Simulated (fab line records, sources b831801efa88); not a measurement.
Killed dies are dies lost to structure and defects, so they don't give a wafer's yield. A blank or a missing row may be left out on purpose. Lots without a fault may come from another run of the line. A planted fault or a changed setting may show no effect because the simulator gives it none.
Problem report in the 8D (eight disciplines) form, filled by code | flow sfq_line | the parts of the form that need people (team, actions taken, sign-off) are left out

1. THE PROBLEM
thk_nm at SFQ_TRILAYER_I3_METRO_MEASURE_083 reads a mean of 493.2 nm on 6 wafers of 2 lots; wafers without a fault read 199.4 nm with a standard deviation of 1.3. That is +99 or more standard deviations from the usual mean.
First seen on wafer L168.1, day 41 04:13, on film_metro-01. The record holds 42 wafers of 14 lots with a number at this step. Rule for "out", or "out of limits": more than 4 standard deviations from the usual mean. The other wafers with a number count as sound.

2. WHAT IT IS AND WHAT IT IS NOT
question                    | is                     | is not
which readings at this step | thk_nm                 | -
which lots                  | L168, L169             | L159, L160, L162, L164, L165, L167, L171, L175, L177, L178, L179, L180
which wafers of those lots  | all that have a number | -
read on which tools         | film_metro-01          | film_metro-03, film_metro-04
when                        | from day 41 04:13      | up to then (18 sound wafers); but 18 sound wafers of L171, L175, L177, L178, L179, L180 came after

3. SUSPECTS, AND WHAT RULES EACH OUT
Counting: a tool at a process step up to the reading stays a suspect if it ran every lot that is out and no sound lot after the first of them.
- cmp-01 at SFQ_TRILAYER_I3_CMP_CMP_082 (polishes SiO2): ruled out as a lasting fault. Sound lots L171, L177, L178, L179, L180 ran on it after its first lot that is out, L168 (day 41 01:05).
- film_metro-01 at SFQ_TRILAYER_I3_METRO_MEASURE_083: ruled out as a lasting fault. Sound lots L175, L179 ran on it after its first lot that is out, L168 (day 41 04:13).
Left after counting: nothing in the record.

4. THE CAUSE (what the simulator had put in)
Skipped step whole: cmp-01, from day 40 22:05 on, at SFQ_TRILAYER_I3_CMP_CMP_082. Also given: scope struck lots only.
Counting ruled it out, wrongly: the rule takes a fault to strike every lot that its tool runs from its start on, and this one did not.

5. THE CHAIN OF EFFECTS, in route order
Each row: a reading whose mean over the struck wafers that have a number lies more than 3 standard deviations from the usual. Only readings for which the record gives a usual standard deviation are gone through. hours: the time from each lot's start at the first step in this table that gives one to its start at this step, as a median over the lots. sigmas: the change in usual standard deviations.
hours | step                                  | reading        | usual      | on struck wafers | change | sigmas
0     | SFQ_TRILAYER_I3_METRO_MEASURE_083     | thk_nm         | 199.4 nm   | 493.2            | +293.8 | +99 or more
136   | SFQ_TRILAYER_I3_VIA_ETCH_VIA_ETCH_088 | oes_product_au | 0.854 a.u. | 1.634            | +0.780 | +99 or more
The process steps in it:
- SFQ_TRILAYER_I3_METRO_MEASURE_083
- SFQ_TRILAYER_I3_VIA_ETCH_VIA_ETCH_088: etches SiO2 in CHF3, stops on Nb, target depth 260 nm.
Readings that are blank on the struck wafers while sound wafers have them: edge_zone_pressure_frac at SFQ_TRILAYER_I3_CMP_CMP_082; head_pressure_psi at SFQ_TRILAYER_I3_CMP_CMP_082; motor_current_A at SFQ_TRILAYER_I3_CMP_CMP_082; time_to_endpoint_s at SFQ_TRILAYER_I3_CMP_CMP_082.

6. WHAT WOULD HAVE CAUGHT IT SOONER
In this record the first reading out of limits was taken at day 41 04:13, 6 hours after the fault began at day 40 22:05.
At SFQ_TRILAYER_I3_CMP_CMP_082 the tool's readings are blank on the struck wafers, where sound wafers have them: an empty tool record is the first sign, and it was there at once.
